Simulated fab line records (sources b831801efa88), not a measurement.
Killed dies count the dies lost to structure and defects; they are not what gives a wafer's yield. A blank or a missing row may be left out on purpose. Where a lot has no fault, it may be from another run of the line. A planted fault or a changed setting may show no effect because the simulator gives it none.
The same fault as seen by 2 desks / flow sky130 / what lay behind the numbers comes last; until then each desk has only its own

## AT THE TOOL OWNER'S DESK: litho track-03
The tool's own readings at SKY_PASSIVATION_DEVELOP_10 (develop time 60 s): means of the sampled wafers that have a number, for each lot that ran on this tool. If a lot's mean is further than 4 standard deviations from the usual mean, the lot is out of limits and carries the mark OUT (the distance appears in the brackets).
Columns: A = chill plate temp C at SKY_PASSIVATION_DEVELOP_10, usual 23.03 C; B = developer temp C at SKY_PASSIVATION_DEVELOP_10, usual 23.03 C
lot=L186; first seen here=day 44 20:00; A=23.09; B=23.00
lot=L189; first seen here=day 46 00:00; A=23.05; B=22.93
lot=L203; first seen here=day 49 06:00; A=23.08; B=22.91
lot=L204; first seen here=day 49 10:00; A=22.90; B=23.05
lot=L205; first seen here=day 49 13:00; A=22.94; B=23.02
lot=L208; first seen here=day 50 09:00; A=22.98; B=22.97
lot=L209; first seen here=day 50 17:00; A=23.08; B=23.06
This desk's finding: nothing out of limits on any of the 7 lots.

## AT THE METROLOGY DESK
What the gauges read, lot by lot, whatever tool the lot ran on: means of the sampled wafers that have a number. If a lot's mean is further than 4 standard deviations from the usual mean, the lot is out of limits and carries the mark OUT (the distance appears in the brackets).
Columns: A = PASSIVATION_CVD_00_THK at SKY_PASSIVATION_THK_MEAS_01, usual 89.9 nm
lot=L186; first seen here=day 43 22:40; A=91.7
lot=L188; first seen here=day 44 16:35; A=89.9
lot=L189; first seen here=day 45 03:15; A=89.8
lot=L190; first seen here=day 45 10:58; A=90.1
lot=L194; first seen here=day 46 05:50; A=90.5
lot=L196; first seen here=day 46 20:55; A=90.6
lot=L197; first seen here=day 46 22:45; A=88.7
lot=L198; first seen here=day 47 07:59; A=90.5
lot=L203; first seen here=day 48 12:12; A=90.4
lot=L204; first seen here=day 48 16:51; A=90.1
lot=L205; first seen here=day 48 20:38; A=88.8
lot=L206; first seen here=day 48 22:33; A=89.8
lot=L208; first seen here=day 49 16:14; A=90.5
lot=L209; first seen here=day 50 00:53; A=90.3
This desk's finding: nothing out of limits on any of the 14 lots.

## ALL TOGETHER
Nothing out of limits was seen by the tool owner's desk.
Nothing out of limits was seen by the metrology desk.

## WHAT HAD BEEN PUT IN BY THE SIMULATOR
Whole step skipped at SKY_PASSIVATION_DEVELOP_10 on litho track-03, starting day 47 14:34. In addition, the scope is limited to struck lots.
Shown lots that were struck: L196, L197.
